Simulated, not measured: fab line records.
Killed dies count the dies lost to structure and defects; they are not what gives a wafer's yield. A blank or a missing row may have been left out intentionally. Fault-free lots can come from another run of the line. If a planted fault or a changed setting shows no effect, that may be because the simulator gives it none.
fab line records + flow sky130
record:
- lots: 13
- wafers: 38
- lastDay: 50
route steps=708 shown VIA3@573 VIA4@650 METAL5@663 PASSIVATION@682 PAD_OPEN@708
lots untouched by any fault: they come from a run of this same line in which no faults occurred
startH: hours from the record's opening day to when the first of the lot's shown wafers began + waitH: time in hours since the lot's previous step + " repeats the value in the row above + L1.1+2: several wafers, shown together as one row + - no value, or no start given + * or withheld: withheld + < > ~ a bound
route shown NAME@n: NAME is a module with steps in the file, n the number in the route of the first one + usual: mean/standard deviation taken from wafers without a fault + same: alike in all rows + chamber/n: place in a boat + sites: each site's reading + _std_site: the standard deviation of these + _edge_site: inner sites' mean taken away from outer sites' mean + radiusMm: how far each site lies from the wafer's centre + mask NAME#n: copy n + behind: tool/chamber where the wafer was last shaped + hold: why the lot went on hold/how many hours it stayed there/how the hold came to an end + device: whichever transistor did not switch (one of n, p or np) + end of line: the tests these same wafers got at the end of their route + a step with no rows: only its recipe + killed: the dies lost at the first sort to structure and to defects; this is not the yield of the wafer + map: per-die view of a wafer (x killed, . not killed, _ where there is no die)
set.NAME: the setting as run; set.NAME@STEP: as run at that earlier step + model.NAME: the simulator's own value behind a step, which no gauge read
steps of the route over a sample of lots; a table a step, a row a wafer
services: from which hour (startH, from the record's first day; less than 0 if before it) a tool's chamber was out of use, for how many hours, and why
== steps ==
step: SKY_VIA3_HDPCVD_00
recipe:
- material: SiO2
- targetThkNm: 1635
- sigmaOpenFrac: 0.3
- timeS: 272.5
- tempC: 400
- sih4FlowSccm: 60
- pressureMtorr: 6
same:
- timeS: 272.5
| lot.wafer  | tool      | chamber | startH  | waitH |
|------------|-----------|---------|---------|-------|
| L936.1+2+6 | hdpcvd-02 | 2,0,1   | 896.79  | 0.0   |
| L935.1+3+5 | hdpcvd-02 | 0,2,0   | 899.54  | 0.0   |
| L943.2+3+5 | hdpcvd-02 | 1,2,0   | 954.37  | 0.0   |
| L944.1+2+4 | hdpcvd-02 | 2,0,2   | 964.38  | 0.0   |
| L945.3+5+6 | hdpcvd-02 | 1,0,2   | 974.01  | 0.0   |
| L946.1+2+3 | hdpcvd-01 | 0,1,2   | 982.59  | 0.0   |
| L948.2+3+5 | hdpcvd-02 | 1,2,2   | 991.29  | 0.0   |
| L949.2+3+6 | hdpcvd-01 | 0,1,1   | 998.97  | 0.0   |
| L953.1+3+5 | hdpcvd-02 | 1,2,0   | 1017.53 | 0.0   |
| L954.4+5   | hdpcvd-02 | 2,1     | 1022.65 | 0.1   |
| L955.1+2+5 | hdpcvd-02 | 1,0,0   | 1042.41 | 0.0   |
| L956.1+2+3 | hdpcvd-02 | 2,1,0   | 1054.27 | 0.0   |
| L958.2+3+6 | hdpcvd-01 | 1,0,2   | 1059.03 | 0.0   |
step: SKY_VIA4_OVL_MEAS_11
usual:
- VIA4_OVL: 0.4/1.3
| lot.wafer | tool       | chamber | startH  | waitH | VIA4_OVL[nm] |
|-----------|------------|---------|---------|-------|--------------|
| L936.1    | overlay-01 | -       | 998.64  | 0.1   | 1.1          |
| L936.2    | "          | -       | "       | "     | 1.3          |
| L936.6    | "          | -       | "       | "     | 3.4          |
| L935.1    | overlay-02 | -       | 1001.59 | 0.1   | -0.1         |
| L935.3    | "          | -       | "       | "     | 0.2          |
| L935.5    | "          | -       | "       | "     | -0.6         |
| L943.2    | overlay-01 | -       | 1052.80 | 0.1   | 1.7          |
| L943.3    | "          | -       | "       | "     | 2.1          |
| L943.5    | "          | -       | "       | "     | 2.1          |
| L944.1    | overlay-02 | -       | 1060.57 | 0.1   | 1.9          |
| L944.2    | "          | -       | "       | "     | 1.1          |
| L944.4    | "          | -       | "       | "     | 0.9          |
| L945.3    | overlay-02 | -       | 1070.61 | 0.1   | -1.3         |
| L945.5    | "          | -       | "       | "     | 0.6          |
| L945.6    | "          | -       | "       | "     | -1.3         |
| L946.1    | overlay-01 | -       | 1078.00 | 0.1   | 0.1          |
| L946.2    | "          | -       | "       | "     | 0.0          |
| L946.3    | "          | -       | "       | "     | 2.3          |
| L948.2    | overlay-02 | -       | 1084.45 | 0.1   | -1.4         |
| L948.3    | "          | -       | "       | "     | 0.8          |
| L948.5    | "          | -       | "       | "     | 0.1          |
| L949.2    | overlay-02 | -       | 1091.00 | 0.1   | 1.0          |
| L949.3    | "          | -       | "       | "     | 1.4          |
| L949.6    | "          | -       | "       | "     | 1.5          |
| L953.1    | overlay-02 | -       | 1108.20 | 0.1   | -2.1         |
| L953.3    | "          | -       | "       | "     | -1.5         |
| L953.5    | "          | -       | "       | "     | 0.3          |
| L954.4    | overlay-02 | -       | 1110.67 | 0.1   | -1.1         |
| L954.5    | "          | -       | "       | "     | -0.6         |
| L955.1    | overlay-02 | -       | 1127.40 | 0.1   | 0.3          |
| L955.2    | "          | -       | "       | "     | 0.1          |
| L955.5    | "          | -       | "       | "     | 0.3          |
| L956.1    | overlay-02 | -       | 1139.83 | 0.1   | 0.5          |
| L956.2    | "          | -       | "       | "     | -2.3         |
| L956.3    | "          | -       | "       | "     | 1.2          |
| L958.2    | overlay-01 | -       | 1144.38 | 0.1   | 0.8          |
| L958.3    | "          | -       | "       | "     | 5.0          |
| L958.6    | "          | -       | "       | "     | 1.4          |
step: SKY_METAL5_SPUTTER_02
recipe:
- material: AlCu
- targetThkNm: 1150
- powerW: 10600
- timeS: 61.2
- chamberPressurePa: 0.4
usual:
- throttleValvePct: 29.8/0.7
same:
- timeS: 61.2
| lot.wafer | tool          | chamber | startH  | waitH | throttleValvePct |
|-----------|---------------|---------|---------|-------|------------------|
| L936.1    | pvdSputter-01 | -       | 1000.14 | 0.0   | 30.0             |
| L936.2    | "             | -       | "       | "     | 28.8             |
| L936.6    | "             | -       | "       | "     | 29.6             |
| L935.1    | pvdSputter-01 | -       | 1003.07 | 0.0   | 29.9             |
| L935.3    | "             | -       | "       | "     | 30.3             |
| L935.5    | "             | -       | "       | "     | 30.0             |
| L943.2    | pvdSputter-03 | -       | 1054.24 | 0.0   | 29.6             |
| L943.3    | "             | -       | "       | "     | 30.0             |
| L943.5    | "             | -       | "       | "     | 29.7             |
| L944.1    | pvdSputter-02 | -       | 1062.02 | 0.0   | 30.5             |
| L944.2    | "             | -       | "       | "     | 29.1             |
| L944.4    | "             | -       | "       | "     | 29.0             |
| L945.3    | pvdSputter-03 | -       | 1072.04 | 0.0   | 30.3             |
| L945.5    | "             | -       | "       | "     | 30.1             |
| L945.6    | "             | -       | "       | "     | 29.6             |
| L946.1    | pvdSputter-01 | -       | 1079.64 | 0.0   | 28.9             |
| L946.2    | "             | -       | "       | "     | 30.1             |
| L946.3    | "             | -       | "       | "     | 30.0             |
| L948.2    | pvdSputter-03 | -       | 1087.37 | 0.0   | 30.3             |
| L948.3    | "             | -       | "       | "     | 30.4             |
| L948.5    | "             | -       | "       | "     | 31.2             |
| L949.2    | pvdSputter-03 | -       | 1093.50 | 0.0   | 29.4             |
| L949.3    | "             | -       | "       | "     | 30.3             |
| L949.6    | "             | -       | "       | "     | 29.9             |
| L953.1    | pvdSputter-01 | -       | 1109.65 | 0.0   | 29.6             |
| L953.3    | "             | -       | "       | "     | 28.8             |
| L953.5    | "             | -       | "       | "     | 30.1             |
| L954.4    | pvdSputter-02 | -       | 1112.78 | 0.0   | 28.7             |
| L954.5    | "             | -       | "       | "     | 29.1             |
| L955.1    | pvdSputter-03 | -       | 1128.85 | 0.0   | 30.1             |
| L955.2    | "             | -       | "       | "     | 29.9             |
| L955.5    | "             | -       | "       | "     | 29.5             |
| L956.1    | pvdSputter-02 | -       | 1141.35 | 0.0   | 30.6             |
| L956.2    | "             | -       | "       | "     | 29.2             |
| L956.3    | "             | -       | "       | "     | 29.7             |
| L958.2    | pvdSputter-03 | -       | 1145.82 | 0.0   | 29.5             |
| L958.3    | "             | -       | "       | "     | 31.2             |
| L958.6    | "             | -       | "       | "     | 29.8             |
step: SKY_PASSIVATION_THK_MEAS_01
recipe:
- reads: SiO2_of_PASSIVATION_CVD_00
usual:
- PASSIVATION_CVD_00_THK: 90.3/1.1
| lot.wafer | tool         | chamber | startH  | waitH | PASSIVATION_CVD_00_THK[nm] |
|-----------|--------------|---------|---------|-------|----------------------------|
| L936.1    | filmMetro-02 | -       | 1024.15 | -     | 89.9                       |
| L936.2    | "            | -       | "       | "     | 89.0                       |
| L936.6    | "            | -       | "       | "     | 91.6                       |
| L935.1    | filmMetro-03 | -       | 1026.51 | -     | 90.3                       |
| L935.3    | "            | -       | "       | "     | 89.5                       |
| L935.5    | "            | -       | "       | "     | 91.7                       |
| L943.2    | filmMetro-03 | -       | 1076.79 | -     | 89.9                       |
| L943.3    | "            | -       | "       | "     | 91.5                       |
| L943.5    | "            | -       | "       | "     | 91.9                       |
| L944.1    | filmMetro-02 | -       | 1084.17 | -     | 88.0                       |
| L944.2    | "            | -       | "       | "     | 89.3                       |
| L944.4    | "            | -       | "       | "     | 90.7                       |
| L945.3    | filmMetro-02 | -       | 1092.78 | -     | 89.3                       |
| L945.5    | "            | -       | "       | "     | 89.9                       |
| L945.6    | "            | -       | "       | "     | 91.1                       |
| L946.1    | filmMetro-01 | -       | 1101.04 | -     | 89.4                       |
| L946.2    | "            | -       | "       | "     | 87.5                       |
| L946.3    | "            | -       | "       | "     | 88.8                       |
| L948.2    | filmMetro-01 | -       | 1108.04 | -     | 89.9                       |
| L948.3    | "            | -       | "       | "     | 90.3                       |
| L948.5    | "            | -       | "       | "     | 91.5                       |
| L949.2    | filmMetro-03 | -       | 1114.91 | -     | 90.3                       |
| L949.3    | "            | -       | "       | "     | 90.1                       |
| L949.6    | "            | -       | "       | "     | 90.7                       |
| L953.1    | filmMetro-02 | -       | 1129.45 | -     | 88.6                       |
| L953.3    | "            | -       | "       | "     | 88.4                       |
| L953.5    | "            | -       | "       | "     | 90.3                       |
| L954.4    | filmMetro-02 | -       | 1133.17 | -     | 91.8                       |
| L954.5    | "            | -       | "       | "     | 90.2                       |
| L955.1    | filmMetro-03 | -       | 1148.21 | -     | 90.0                       |
| L955.2    | "            | -       | "       | "     | 89.1                       |
| L955.5    | "            | -       | "       | "     | 91.2                       |
| L956.1    | filmMetro-01 | -       | 1160.03 | -     | 88.7                       |
| L956.2    | "            | -       | "       | "     | 88.8                       |
| L956.3    | "            | -       | "       | "     | 87.9                       |
| L958.2    | filmMetro-03 | -       | 1163.96 | -     | 88.2                       |
| L958.3    | "            | -       | "       | "     | 89.8                       |
| L958.6    | "            | -       | "       | "     | 90.4                       |
step: SKY_PAD_OPEN_PROBE_99
usual:
- defectLimitedYield: 82.5/2.1
- killed_at_M0_to_M3: 43/7.7
- killed_at_M4_up: 2.9/1.9
- killedAtContacts: 24/5.9
- killedAtFrontEnd: 16/5.1
- killedAtOther: 0.3/0.63
- killedDies: 86/10
- killedOpen: 47/7.6
- killedShort: 39/6.8
- sort_bin_3_pad_short: 0.8/0.44
- sort_bin_5_function: 10.4/1.6
- sort_bin_6_memory: 6.3/1.1
- sortNPass: 406/10
- sortYieldPct: 82.5/2.1
same:
- grossDies: 492
- killedAtBackSide: 0
- sort_bin_4_leakage[%]: 0
- sort_bin_8_speed[%]: 0
| lot.wafer | tool      | chamber | startH  | waitH | defectLimitedYield[%] | killed_at_M0_to_M3 | killed_at_M4_up | killedAtContacts | killedAtFrontEnd | killedAtOther | killedDies | killedOpen | killedShort | sort_bin_3_pad_short[%] | sort_bin_5_function[%] | sort_bin_6_memory[%] | sortNPass | sortYieldPct[%] |
|-----------|-----------|---------|---------|-------|-----------------------|--------------------|-----------------|------------------|------------------|---------------|------------|------------|-------------|-------------------------|------------------------|----------------------|-----------|-----------------|
| L948.2    | prober-02 | -       | 1147.81 | 0.1   | 78.0                  | 59                 | 4               | 34               | 11               | 0             | 108        | 64         | 44          | 0.8                     | 13.2                   | 7.9                  | 384       | 78.0            |
| L948.3    | prober-02 | -       | 1147.86 | 0.2   | 81.5                  | 46                 | 5               | 28               | 11               | 1             | 91         | 50         | 41          | 1.0                     | 10.0                   | 7.5                  | 401       | 81.5            |
| L948.5    | prober-02 | -       | 1147.96 | 0.2   | 81.9                  | 44                 | 5               | 22               | 18               | 0             | 89         | 42         | 46          | 0.4                     | 10.4                   | 7.3                  | 403       | 81.9            |
| L954.4    | prober-02 | -       | 1171.18 | 0.2   | 72.4                  | 94                 | 1               | 17               | 24               | 0             | 136        | 40         | 37          | 2.4                     | 17.3                   | 7.9                  | 356       | 72.4            |
| L954.5    | prober-02 | -       | 1171.23 | 0.2   | 73.0                  | 87                 | 3               | 17               | 26               | 0             | 133        | 40         | 37          | 3.9                     | 16.9                   | 6.3                  | 359       | 73.0            |
| L955.1    | prober-01 | -       | 1183.91 | 0.1   | 72.0                  | 94                 | 3               | 25               | 16               | 0             | 138        | 40         | 34          | 3.5                     | 16.9                   | 7.7                  | 354       | 72.0            |
| L955.2    | prober-01 | -       | 1183.96 | 0.1   | 78.7                  | 76                 | 6               | 9                | 14               | 0             | 105        | 39         | 32          | 1.6                     | 13.4                   | 6.3                  | 387       | 78.7            |
| L955.5    | prober-01 | -       | 1184.11 | 0.2   | 78.3                  | 72                 | 4               | 15               | 16               | 0             | 107        | 44         | 30          | 1.8                     | 14.6                   | 5.3                  | 385       | 78.3            |
| L956.1    | prober-02 | -       | 1194.30 | 0.1   | 71.7                  | 98                 | 3               | 20               | 17               | 1             | 139        | 54         | 35          | 2.6                     | 19.1                   | 6.5                  | 353       | 71.7            |
| L956.2    | prober-02 | -       | 1194.35 | 0.1   | 72.2                  | 103                | 2               | 19               | 13               | 0             | 137        | 40         | 34          | 3.5                     | 18.5                   | 5.9                  | 355       | 72.2            |
| L956.3    | prober-02 | -       | 1194.40 | 0.2   | 78.3                  | 69                 | 2               | 22               | 14               | 0             | 107        | 34         | 41          | 2.8                     | 12.6                   | 6.3                  | 385       | 78.3            |
killed by level:class
L948.2 VIA1:geometricParticle:open=13 LI_CONTACT:geometricParticle:open=13 CONTACT:geometricParticle:open=11 VIA1:geometricParticle:short=11 VIA3:geometricParticle:open=9 METAL2:geometricParticle:short=7 CONTACT:geometricParticle:short=5 FIELD_ISO:geometricParticle:open=4
L948.3 VIA1:geometricParticle:open=15 CONTACT:geometricParticle:open=11 LI_CONTACT:geometricParticle:open=8 METAL1:geometricParticle:short=6 VIA1:geometricParticle:short=6 FIELD_ISO:geometricParticle:short=5 VIA2:geometricParticle:open=5 VIA3:geometricParticle:open=5
L948.5 METAL1:geometricParticle:short=13 VIA1:geometricParticle:open=8 CONTACT:geometricParticle:open=8 VIA3:geometricParticle:open=6 LI_CONTACT:geometricParticle:open=5 FIELD_ISO:geometricParticle:open=4 FIELD_ISO:geometricParticle:short=4 POLY_GATE:geometricParticle:short=4
L954.4 VIA3:unspecified=58 VIA2:geometricParticle:open=7 FIELD_ISO:geometricParticle:short=6 FIELD_ISO:geometricParticle:open=6 VIA1:geometricParticle:open=6 CONTACT:geometricParticle:open=5 VIA2:geometricParticle:short=5 LOCAL_INTERCONNECT:geometricParticle:short=4
L954.5 VIA3:unspecified=55 VIA1:geometricParticle:open=10 FIELD_ISO:geometricParticle:open=7 VIA3:geometricParticle:open=6 FIELD_ISO:geometricParticle:short=5 CONTACT:geometricParticle:short=5 LOCAL_INTERCONNECT:geometricParticle:short=5 POLY_GATE:geometricParticle:short=4
L955.1 VIA3:unspecified=64 CONTACT:geometricParticle:open=9 VIA1:geometricParticle:open=8 LI_CONTACT:geometricParticle:open=8 METAL1:geometricParticle:short=6 FIELD_ISO:geometricParticle:open=4 LOCAL_INTERCONNECT:geometricParticle:short=4 VIA3:geometricParticle:short=4
L955.2 VIA3:unspecified=34 VIA1:geometricParticle:open=12 FIELD_ISO:geometricParticle:open=6 VIA2:geometricParticle:open=5 POLY_GATE:geometricParticle:short=4 METAL1:geometricParticle:short=4 VIA1:geometricParticle:short=4 VIA3:geometricParticle:open=4
L955.5 VIA3:unspecified=33 VIA1:geometricParticle:open=10 METAL2:geometricParticle:short=7 VIA2:geometricParticle:open=6 CONTACT:geometricParticle:open=6 FIELD_ISO:geometricParticle:short=5 METAL1:geometricParticle:short=5 POLY_GATE:geometricParticle:open=4
L956.1 VIA3:unspecified=50 VIA1:geometricParticle:open=12 POLY_GATE:geometricParticle:open=8 VIA2:geometricParticle:open=8 LI_CONTACT:geometricParticle:open=5 VIA3:geometricParticle:open=5 CONTACT:geometricParticle:short=5 METAL2:geometricParticle:short=5
L956.2 VIA3:unspecified=62 VIA1:geometricParticle:open=9 VIA2:geometricParticle:open=6 METAL1:geometricParticle:short=5 VIA3:geometricParticle:open=5 LOCAL_INTERCONNECT:geometricParticle:short=4 CONTACT:geometricParticle:short=4 CONTACT:geometricParticle:open=4
L956.3 VIA3:unspecified=32 METAL2:geometricParticle:short=10 CONTACT:geometricParticle:open=8 VIA1:geometricParticle:open=8 LI_CONTACT:geometricParticle:short=5 FIELD_ISO:geometricParticle:short=4 FIELD_ISO:geometricParticle:open=4 LI_CONTACT:geometricParticle:open=4
== services ==
| tool          | chamber | startH  | hours | kind                  |
|---------------|---------|---------|-------|-----------------------|
| pvdSputter-03 | -       | 887.45  | 2.3   | repair                |
| pvdSputter-02 | -       | 904.63  | 8.7   | repair                |
| pvdSputter-01 | -       | 916.74  | 1.0   | repair                |
| hdpcvd-02     | -       | 926.86  | 4.2   | repair                |
| hdpcvd-01     | -       | 950.25  | 15.0  | pm                    |
| hdpcvd-01     | 0       | 950.25  | 15.0  | ventCycle             |
| hdpcvd-01     | 1       | 950.25  | 15.0  | ventCycle             |
| hdpcvd-01     | 2       | 950.25  | 15.0  | ventCycle             |
| hdpcvd-01     | 0       | 965.25  | -     | clean                 |
| hdpcvd-01     | 1       | 965.25  | -     | clean                 |
| hdpcvd-01     | 2       | 965.25  | -     | clean                 |
| pvdSputter-01 | -       | 967.71  | 0.5   | repair                |
| hdpcvd-01     | -       | 979.30  | 2.8   | pm                    |
| hdpcvd-01     | -       | 983.31  | 0.7   | repair                |
| pvdSputter-01 | -       | 1003.53 | 1.0   | repair                |
| pvdSputter-03 | 3       | 1034.15 | -     | consumableReplace:kit |
| pvdSputter-03 | 3       | 1034.15 | 18.0  | scheduledDown         |
| pvdSputter-03 | 3       | 1034.15 | 18.0  | ventCycle             |
| hdpcvd-01     | 0       | 1071.26 | 18.7  | repair                |
| pvdSputter-03 | 2       | 1072.99 | -     | consumableReplace:kit |
| pvdSputter-03 | 2       | 1072.99 | 18.0  | scheduledDown         |
| pvdSputter-03 | 2       | 1072.99 | 18.0  | ventCycle             |
| hdpcvd-02     | 1       | 1084.50 | 4.9   | repair                |
| hdpcvd-02     | 0       | 1103.96 | 9.2   | repair                |
== key ==
firstSign:
- step: SKY_PAD_OPEN_PROBE_99
- reading: killed_at_M0_to_M3
- direction: up
- sigmas: 5.7
- usual: 43
- struck: 87
effect:
- step: SKY_PAD_OPEN_PROBE_99
- reading: sort_bin_3_pad_short
- direction: up
- sigmas: 4.5
- usual: 0.8
- struck: 2.8
metAt SKY_VIA3_HDPCVD_00
struckLots L954,L955,L956
notActingAt SKY_VIA4_OVL_MEAS_11,SKY_METAL5_SPUTTER_02,SKY_PASSIVATION_THK_MEAS_01
onsetBetween 1017.53 1022.65
fault:
- kind: chamberParticleSource
- tool: hdpcvd-02
- chamber: -
- onsetH: 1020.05
- steps: SKY_VIA3_HDPCVD_00
- ratePerVisitCm2: 1.0646
- endH: 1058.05
